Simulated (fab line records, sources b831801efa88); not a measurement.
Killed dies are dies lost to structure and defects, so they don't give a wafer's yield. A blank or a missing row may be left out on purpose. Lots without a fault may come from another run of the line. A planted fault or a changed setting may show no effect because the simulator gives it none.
A struck lot beside a sound one | flow sky130 | 43 steps out of a route of 708
Sound: wafers L104.2, L104.3, L104.5. Struck: wafers L121.2, L121.3. (L121.6 of the same lot was not struck and is left out.) The cause comes at the end.
At each step with rows: each side's tool, then ch and its chambers, then its first start. Under that, the readings that differ: sound wafers | struck wafers | difference of the means | sigmas: that difference in standard deviations of wafers without a fault.
alike: readings whose means differ by less than 2 such deviations, and words and numbers that are the same on both sides. not compared: withheld readings, readings that some wafer has no value for, bounds like >300 that may hide the same value, and numbers for which the record gives no deviation and whose values overlap.
The two part at a step that has a row with sigmas, a row that says differs or no value, or rows on one side only. Numbers that don't overlap but have no deviation are shown without sigmas and don't part them. A reading that every wafer of one side lacks parts them only if that side has two wafers or more.

first, 3 steps without rows for these wafers: SKY_VIA3_EXPOSE_09 (exposes mask VIM3, target cd 200 nm); SKY_VIA3_PEB_10; SKY_VIA3_DEVELOP_11 (develop time 60 s).
SKY_VIA3_CD_MEAS_12: target cd 200 nm.
  sound on cd_sem-01, day 41 00:03; struck on cd_sem-01, day 45 18:51
  alike: cd_nm
SKY_VIA3_OVL_MEAS_13:
  sound on overlay-01, day 41 00:09; struck on overlay-01, day 45 18:57
  alike: VIA3_OVL
then, 1 step without rows for these wafers: SKY_VIA3_ETCH_14 (etches BARC in N2/H2, stops on SiO2, time 45.9 s, target depth 60 nm).
SKY_VIA3_ETCH_15: etches SiO2 in C4F8/O2/Ar, stops on TiN, target depth 507 nm, time 78 s.
  sound on rie_diel-04 ch 0,1,2, day 41 00:14; struck on rie_diel-04 ch 2,3, day 45 19:02
  alike: bias_w, oes_product_au
  not compared: rf_hours_counter_h
then, 5 steps without rows for these wafers: SKY_VIA3_STRIP_16 (strips in O2/N2); SKY_VIA3_STRIP_17 (strips in post etch residue remover, time 1200 s); SKY_VIA3_CLEAN_18 (cleans in IPA, time 180 s); SKY_VIA3_CLEAN_19 (cleans in O3/DIW); SKY_VIA3_SPUTTER_20 (material TiN, target thk 20 nm, time 80 s).
SKY_VIA3_CVD_21: deposits W, target thk 390 nm, time 117.31 s.
  sound on cvd_w-01 ch 1, day 41 00:58; struck on cvd_w-02 ch 1, day 45 19:44
  reading            | sound       | struck  | difference | sigmas
  heater_power_w (W) | 867 825 837 | 709 716 | -130       | -2
  alike: susceptor_temp_C
SKY_VIA3_RS_MEAS_22: measures by four-point-probe.
  sound on film_metro-03, day 41 01:07; struck on film_metro-03, day 45 19:53
  alike: VIA3_W_RS
SKY_VIA3_THK_MEAS_23: measures by xrf.
  sound on film_metro-03, day 41 01:13; struck on film_metro-03, day 45 20:00
  alike: VIA3_W_THK
SKY_VIA3_CMP_24: polishes, stops on SiO2, t overpolish 20 s, target thk 0 nm.
  sound on cmp-01 ch 0,1, day 41 01:16; struck on cmp-01 ch 0,2, day 45 20:03
  reading                | sound    | struck  | difference | sigmas
  time_to_endpoint_s (s) | 89 95 92 | 106 104 | +13        | +3
  alike: motor_current_A, overpolish_run_s
then, 1 step without rows for these wafers: SKY_METAL4_SPUTTER_00 (material Ti, target thk 15 nm, time 10 s).
SKY_METAL4_SPUTTER_01: material TiN, target thk 20 nm, time 16.7 s.
  sound on pvd_sputter-04, day 41 01:36; struck on pvd_sputter-04, day 45 20:22
  alike: throttle_valve_pct
then, 3 steps without rows for these wafers: SKY_METAL4_SPUTTER_02 (material AlCu, target thk 735 nm, time 39.1 s); SKY_METAL4_SPUTTER_03 (material Ti, target thk 5 nm, time 3.3 s); SKY_METAL4_SPUTTER_04 (material TiN, target thk 70 nm, time 58.3 s).
SKY_CAP2M_CVD_00: deposits SiO2, target thk 15.5 nm.
  sound on pecvd-04 ch 0,1,2, day 41 01:44; struck on pecvd-02 ch 1,2, day 45 20:30
  alike: heater_power_w, susceptor_temp_C
SKY_CAP2M_THK_MEAS_01:
  sound on film_metro-02, day 41 01:46; struck on film_metro-03, day 45 20:32
  alike: CAP2M_CVD_00_THK
SKY_CAP2M_SPUTTER_02: material TiN, target thk 200 nm, time 166.7 s.
  sound on pvd_sputter-01, day 41 01:49; struck on pvd_sputter-03, day 45 20:35
  alike: susceptor_temp_C, throttle_valve_pct
SKY_CAP2M_RS_MEAS_03: measures by four-point-probe.
  sound on film_metro-01, day 41 01:56; struck on film_metro-01, day 45 20:43
  alike: CAP2M_TIN_RS
SKY_CAP2M_THK_MEAS_04: measures by xrf.
  sound on film_metro-01, day 41 02:03; struck on film_metro-01, day 45 20:49
  alike: CAP2M_TIN_THK
then, 7 steps without rows for these wafers: SKY_CAP2M_DEHYDRATE_05 (time 60 s); SKY_CAP2M_HMDS_06 (prime time 60 s); SKY_CAP2M_COAT_07 (resist thk 1140 nm); SKY_CAP2M_SOFTBAKE_08 (time 60 s); SKY_CAP2M_EXPOSE_09 (exposes mask CAP2M, target cd 1000 nm); SKY_CAP2M_PEB_10; SKY_CAP2M_DEVELOP_11 (develop time 60 s).
SKY_CAP2M_OVL_MEAS_12:
  sound on overlay-02, day 42 01:46; struck on overlay-01, day 46 17:31
  alike: CAP2M_OVL
then, 8 steps without rows for these wafers: SKY_CAP2M_METAL_ETCH_13 (etches TiN in Cl2/BCl3, stops on SiO2, target depth 220 nm, time 62.9 s); SKY_CAP2M_STRIP_14 (strips in O2/N2); SKY_CAP2M_STRIP_15 (strips in post etch residue remover, time 1200 s); SKY_CAP2M_CLEAN_16 (cleans in IPA, time 180 s); SKY_CAP2M_CLEAN_17 (cleans in O3/DIW); SKY_METAL4_DEHYDRATE_05 (time 60 s); SKY_METAL4_HMDS_06 (prime time 60 s); SKY_METAL4_COAT_07 (resist thk 60 nm).
-- the record jumps here: 4 days lie between the struck wafers' starts before and after (it left off in module METAL4 and takes up again in module PAD_OPEN, whose first step shown is number 708 of the route) --
SKY_PAD_OPEN_PROBE_99:
  sound on prober-01, day 46 21:50; struck on prober-01, day 50 19:53
  reading                               | sound             | struck      | difference | sigmas
  defect_limited_yield (%)              | 84.3 83.9 82.5    | 78.0 75.8   | -6.7       | -4
  killed_at_M0_to_M3                    | 33 48 47          | 67 74       | +28        | +4
  killed_dies                           | 77 79 86          | 108 119     | +33        | +4
  killed_on_rim                         | 12 16 18          | 30 29       | +14        | +4
  sort_bin_3_pad_short (%)              | 0.4 1.2 0.8       | 3.0 2.2     | +1.8       | +4
  sort_bin_5_function (%)               | 11.2 8.1 9.3      | 12.6 15.2   | +4.4       | +3
  sort_n_pass                           | 415 413 406       | 384 373     | -33        | -4
  sort_yield_pct (%)                    | 84.3 83.9 82.5    | 78.0 75.8   | -6.7       | -4
  model.etest.tester.sort_n_pass        | 415 413 406       | 384 373     | -33        |
  model.etest.tester.sort_yield_pct (%) | 84.35 83.94 82.52 | 78.05 75.81 | -6.67      |
  model.etest.tester.sort_bin_5_pct (%) | 11.18 8.13 9.35   | 12.6 15.24  | +4.4       |
  model.etest.tester.sort_bin_3_pct (%) | 0.4065 1.22 0.813 | 3.049 2.236 | +1.829     |
  alike: killed_at_M4_up, killed_at_contacts, killed_at_front_end, killed_at_other, killed_open, killed_short, sort_bin_6_memory

WHERE THEY PART
First at SKY_VIA3_CVD_21; last, within this record, at SKY_PAD_OPEN_PROBE_99.

WHY: what the simulator had put in
Chamber particle source: cvd_w-02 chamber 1, from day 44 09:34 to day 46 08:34, at SKY_VIA3_CVD_21. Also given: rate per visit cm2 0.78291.
